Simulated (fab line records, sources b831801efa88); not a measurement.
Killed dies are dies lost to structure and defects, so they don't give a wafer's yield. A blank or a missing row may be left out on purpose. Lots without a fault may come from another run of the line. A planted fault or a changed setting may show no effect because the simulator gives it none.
A struck lot beside a sound one | flow sky130 | 30 steps out of a route of 708
Sound: wafers L326.1, L326.3, L326.6. Struck: wafers L336.1, L336.4, L336.6. The cause comes at the end.
At each step with rows: each side's tool, then ch and its chambers, then its first start. Under that, the readings that differ: sound wafers | struck wafers | difference of the means | sigmas: that difference in standard deviations of wafers without a fault.
alike: readings whose means differ by less than 2 such deviations, and words and numbers that are the same on both sides. not compared: withheld readings, readings that some wafer has no value for, bounds like >300 that may hide the same value, and numbers for which the record gives no deviation and whose values overlap.
The two part at a step that has a row with sigmas, a row that says differs or no value, or rows on one side only. Numbers that don't overlap but have no deviation are shown without sigmas and don't part them. A reading that every wafer of one side lacks parts them only if that side has two wafers or more.

first, 5 steps without rows for these wafers: SKY_SONOS_ONO_COAT_08 (resist thk 1140 nm); SKY_SONOS_ONO_SOFTBAKE_09 (time 60 s); SKY_SONOS_ONO_EXPOSE_10 (exposes mask ONOM, target cd 410 nm); SKY_SONOS_ONO_PEB_11; SKY_SONOS_ONO_DEVELOP_12 (develop time 60 s).
SKY_SONOS_ONO_CD_MEAS_13: target cd 410 nm.
  sound on cd_sem-02, day 15 03:14; struck on cd_sem-02, day 18 13:31
  alike: cd_nm
SKY_SONOS_ONO_OVL_MEAS_14:
  sound on overlay-01, day 15 03:22; struck on overlay-01, day 18 13:38
  alike: SONOS_ONO_OVL
SKY_SONOS_ONO_ETCH_15: etches the open film in CHF3/O2, target depth 19.52 nm, time 7.8 s.
  sound on rie_diel-03 ch 0,3, day 15 03:23; struck on rie_diel-03 ch 1,2,3, day 18 13:40
  alike: drypump_motor_current_A, oes_product_au, throttle_valve_pct
  not compared: rf_hours_counter_h
then, 1 step without rows for these wafers: SKY_SONOS_ONO_WET_ETCH_16 (etches SiO2 in dHF, target depth 14 nm, time 280 s).
SKY_SONOS_ONO_STRIP_17: strips in O2/N2.
  sound on plasma_asher-02 ch 0, day 15 03:30; struck on plasma_asher-02 ch 0,1, day 18 13:47
  alike: drypump_motor_current_A, oes_product_au, strip_time_to_endpoint_s
  not compared: rf_hours_counter_h
then, 2 steps without rows for these wafers: SKY_SONOS_ONO_WET_ETCH_18 (etches Si3N4 in H3PO4, target depth 15 nm, time 172 s); SKY_GATE_OXIDE_CLEAN_00 (cleans in SC1/SC2, time 150 s).
SKY_GATE_OXIDE_OXIDATION_01: stabilise 600 s, purge 300 s, target thk 10.268 nm.
  sound on furnace-01 ch 0, day 15 04:43; struck on furnace-01 ch 0, day 18 13:59
  reading                                           | sound                | struck               | difference | sigmas
  spike_tc_bottom_C (C)                             | 919.9 921.7 921.8    | 842.4 841.3 841.6    | -79.4      | -36
  spike_tc_centre_C (C)                             | 902.5 901.0 900.7    | 821.4 821.9 821.5    | -79.8      | -84
  spike_tc_lower_C (C)                              | 899.6 901.9 900.5    | 820.6 821.2 820.9    | -79.8      | -80
  spike_tc_top_C (C)                                | 914.4 914.1 913.8    | 835.4 834.8 837.2    | -78.3      | -60
  spike_tc_upper_C (C)                              | 900.0 901.1 901.2    | 821.2 821.2 819.9    | -80.0      | -73
  tube_center_temp_C (C)                            | 899.97 900.06 899.98 | 820.31 820.22 820.27 | -79.74     | -99 or more
  tube_center_temp_C_max                            | 902.2 903.4 903.4    | 822.4 822.9 822.6    | -80.4      | -99 or more
  zone_power_bottom_pct (%)                         | 27.8 27.9 27.6       | 22.9 22.9 22.7       | -4.9       | -5
  zone_power_centre_pct (%)                         | 18.42 19.12 18.82    | 16.05 15.69 15.80    | -2.94      | -12
  zone_power_lower_pct (%)                          | 18.96 18.70 18.64    | 15.45 15.60 15.48    | -3.26      | -17
  zone_power_top_pct (%)                            | 32.3 32.2 32.3       | 28.3 28.1 28.3       | -4.0       | -3
  zone_power_upper_pct (%)                          | 20.1 19.7 19.9       | 16.6 16.9 16.8       | -3.1       | -10
  model.SiO2_of_GATE_OXIDE_OXIDATION_01.thk_nm (nm) | 10.36 10.2 10.36     | 4.014 3.92 4.063     | -6.308     |
SKY_GATE_OXIDE_THK_MEAS_02:
  sound on film_metro-03, day 15 06:07; struck on film_metro-03, day 18 15:27
  reading                          | sound             | struck         | difference | sigmas
  GATE_OXIDE_OXIDATION_00_THK (nm) | 10.33 10.22 10.28 | 3.98 3.95 4.10 | -6.27      | -33
then, 7 steps without rows for these wafers: SKY_GATE_OXIDE_DEHYDRATE_03 (time 60 s); SKY_GATE_OXIDE_HMDS_04 (prime time 60 s); SKY_GATE_OXIDE_COAT_05 (resist thk 1140 nm); SKY_GATE_OXIDE_SOFTBAKE_06 (time 60 s); SKY_GATE_OXIDE_EXPOSE_07 (exposes mask LVOM, target cd 600 nm); SKY_GATE_OXIDE_PEB_08; SKY_GATE_OXIDE_DEVELOP_09 (develop time 60 s).
SKY_GATE_OXIDE_OVL_MEAS_10:
  sound on overlay-02, day 16 08:47; struck on overlay-01, day 19 22:16
  reading             | sound          | struck      | difference | sigmas
  GATE_OXIDE_OVL (nm) | -2.4 -1.9 -1.9 | 1.8 0.9 0.3 | +3.1       | +2
then, 2 steps without rows for these wafers: SKY_GATE_OXIDE_IMPLANT_11; SKY_GATE_OXIDE_WET_ETCH_12 (etches SiO2 in dHF, target depth 16.8 nm, time 336 s).
SKY_GATE_OXIDE_STRIP_13: strips in O2/N2.
  sound on plasma_asher-03 ch 0,1, day 16 09:04; struck on plasma_asher-01 ch 0,1, day 19 22:34
  alike: drypump_motor_current_A, oes_product_au, strip_time_to_endpoint_s
  not compared: rf_hours_counter_h
SKY_GATE_OXIDE_TW_MEAS_14:
  sound on film_metro-02, day 16 09:10; struck on film_metro-03, day 19 22:40
  alike: GATE_OXIDE_TW
then, 1 step without rows for these wafers: SKY_GATE_OXIDE_CLEAN_15 (cleans in SC1/SC2, time 150 s).
SKY_GATE_OXIDE_OXIDATION_16: stabilise 600 s, purge 300 s, target thk 3.57 nm.
  sound on furnace-02 ch 0, day 16 12:52; struck on furnace-01 ch 0, day 20 00:07
  reading                                           | sound             | struck            | difference | sigmas
  spike_tc_bottom_C (C)                             | 817.5 817.3 816.5 | 823.0 823.0 821.3 | +5.3       | +2
  spike_tc_top_C (C)                                | 813.2 812.2 814.9 | 816.9 816.3 815.3 | +2.7       | +2
  zone_power_top_pct (%)                            | 29.5 28.9 29.4    | 27.0 26.5 26.7    | -2.5       | -2
  zone_power_upper_pct (%)                          | 15.19 15.39 15.48 | 16.11 15.82 16.07 | +0.65      | +2
  model.SiO2_of_GATE_OXIDE_OXIDATION_01.thk_nm (nm) | 11.75 11.61 11.72 | 5.917 5.886 6.013 | -5.755     |
  alike: spike_tc_centre_C, spike_tc_lower_C, spike_tc_upper_C, tube_center_temp_C, tube_center_temp_C_max, zone_power_bottom_pct, zone_power_centre_pct, zone_power_lower_pct
then, 1 step without rows for these wafers: SKY_POLY_GATE_CVD_00 (deposits poly-Si, target thk 180 nm, time 720 s).
-- the record jumps here: 30 days lie between the struck wafers' starts before and after (it left off in module POLY_GATE and takes up again in module PAD_OPEN, whose first step shown is number 708 of the route) --
SKY_PAD_OPEN_PROBE_99:
  sound on prober-02, day 47 13:02; struck on prober-01, day 50 00:02
  reading                                | sound                       | struck                        | difference | sigmas
  model.etest.nfet_16v.r_on_ohm_um       | 1.4e+04 1.401e+04 1.409e+04 | 1.086e+04 1.095e+04 1.1e+04   | -3.097e+03 |
  model.etest.pfet_16v.r_on_ohm_um       | 1.458e+04 1.479e+04 1.5e+04 | 1.358e+04 1.348e+04 1.352e+04 | -1.263e+03 |
  model.etest.pfet_g5v0d10v5.r_on_ohm_um | 4687 4721 4694              | 3456 3476 3482                | -1229      |
  model.etest.tip_sonos.rs_ohm_sq        | 2662 2671 2677              | 1850 1847 1872                | -814       |
  model.etest.nfet_g5v0d10v5.r_on_ohm_um | 1854 1881 1874              | 1349 1335 1351                | -525       |
  model.etest.nfet_g5v0d10v5.drive_ua_um | 600.5 606.6 600.4           | 1108 1099 1093                | +498       |
  model.etest.nfet_05v0_nvt.drive_ua_um  | 570.9 578.5 573.6           | 976.8 993.5 977.2             | +408.2     |
  model.etest.tip_p.rs_ohm_sq            | 6787 6794 6809              | 6644 6649 6662                | -145       |
  alike: killed_at_M0_to_M3, killed_at_M4_up, killed_at_contacts, killed_at_front_end, killed_at_other, killed_dies, killed_open, killed_short

WHERE THEY PART
First at SKY_GATE_OXIDE_OXIDATION_01; last, within this record, at SKY_GATE_OXIDE_OXIDATION_16. Later steps at which nothing parts them and some readings are alike: SKY_PAD_OPEN_PROBE_99.

WHY: what the simulator had put in
Process parameter drift: furnace-01, from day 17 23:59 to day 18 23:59, at SKY_GATE_OXIDE_OXIDATION_01. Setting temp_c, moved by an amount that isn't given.
